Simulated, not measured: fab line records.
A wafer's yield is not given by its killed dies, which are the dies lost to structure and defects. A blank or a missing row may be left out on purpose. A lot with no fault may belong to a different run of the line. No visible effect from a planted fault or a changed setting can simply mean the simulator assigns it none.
Which tool was responsible? -- flow sky130 -- 10 lots, 30 wafers sampled, at 3 steps of a route of 708

WHAT THE GAUGES SHOWED, per wafer
SKY_SD_N_RS_MEAS_16: measurement is done with a four-point probe.
lot,measured,on,SD_N_RS (ohm/sq)
L202,day 28 23:53,film metro-03,68.51 68.54 68.51
L203,day 30 01:04,film metro-03,72.10 72.18 72.31
L205,day 30 12:42,film metro-03,72.14 72.05 72.34
L206,day 31 08:11,film metro-03,68.60 68.67 68.65
L213,day 33 14:11,film metro-04,68.84 68.71 68.61
L215,day 33 18:01,film metro-03,68.48 68.56 68.50
L216,day 33 21:55,film metro-03,68.58 68.44 68.47
L217,day 34 03:33,film metro-01,68.49 68.47 68.47
L218,day 34 08:34,film metro-03,68.55 68.66 68.72
L221,day 35 10:29,film metro-03,68.46 68.59 68.46

WHAT TOOL EACH LOT RAN ON (gives the tool, then ch and the chambers of the sampled wafers, and finally the start)
lot,SKY_SD_N_IMPLANT_09,SKY_SD_N_STRIP_11
L202,"implanter-03 ch 0, day 28 23:13","plasma asher-01 ch 0,1, day 28 23:29"
L203,"implanter-03 ch 0, day 30 00:23","plasma asher-02 ch 0,1, day 30 00:41"
L205,"implanter-03 ch 0, day 30 12:01","plasma asher-02 ch 0,1, day 30 12:17"
L206,"implanter-04 ch 0, day 31 07:31","plasma asher-01 ch 0, day 31 07:47"
L213,"implanter-03 ch 0, day 33 13:31","plasma asher-01 ch 0,1, day 33 13:47"
L215,"implanter-01 ch 0, day 33 17:20","plasma asher-01 ch 0,1, day 33 17:37"
L216,"implanter-04 ch 0, day 33 21:13","plasma asher-01 ch 0,1, day 33 21:31"
L217,"implanter-01 ch 0, day 34 02:52","plasma asher-01 ch 0,1, day 34 03:10"
L218,"implanter-04 ch 0, day 34 07:53","plasma asher-01 ch 0,1, day 34 08:11"
L221,"implanter-03 ch 0, day 35 09:49","plasma asher-02 ch 0,1, day 35 10:06"
- SKY_SD_N_IMPLANT_09
- SKY_SD_N_STRIP_11: strips in O2/N2.

THE ANSWER, worked out from the rows above alone
Rule: usual is defined by the lots themselves. The widest of any qualifying gaps counts: lots, ordered by their means at a reading, are off when they make up no more than a third of the lots, leave a main group of 4 or more, and stand apart from it by 3 or more times the standard deviation of that group's means. A main group is skipped when, at the precision printed for the reading in the tables above, its means are all equal. A lot without any number at a reading at which 4 lots or more have one is off too. The other lots that the step has rows for count as sound.
Off: L203, L205, at SKY_SD_N_RS_MEAS_16 (SD_N_RS). Main group: mean 68.56 ohm/sq, sd 0.084.
If a tool, at a process step before that reading, ran all the lots that are off and no sound lot after the first of them, it fits. The gauges at SKY_SD_N_RS_MEAS_16 are tried like those tools. No candidate that was tried fits.

WHAT THE SIMULATOR HAD PUT IN
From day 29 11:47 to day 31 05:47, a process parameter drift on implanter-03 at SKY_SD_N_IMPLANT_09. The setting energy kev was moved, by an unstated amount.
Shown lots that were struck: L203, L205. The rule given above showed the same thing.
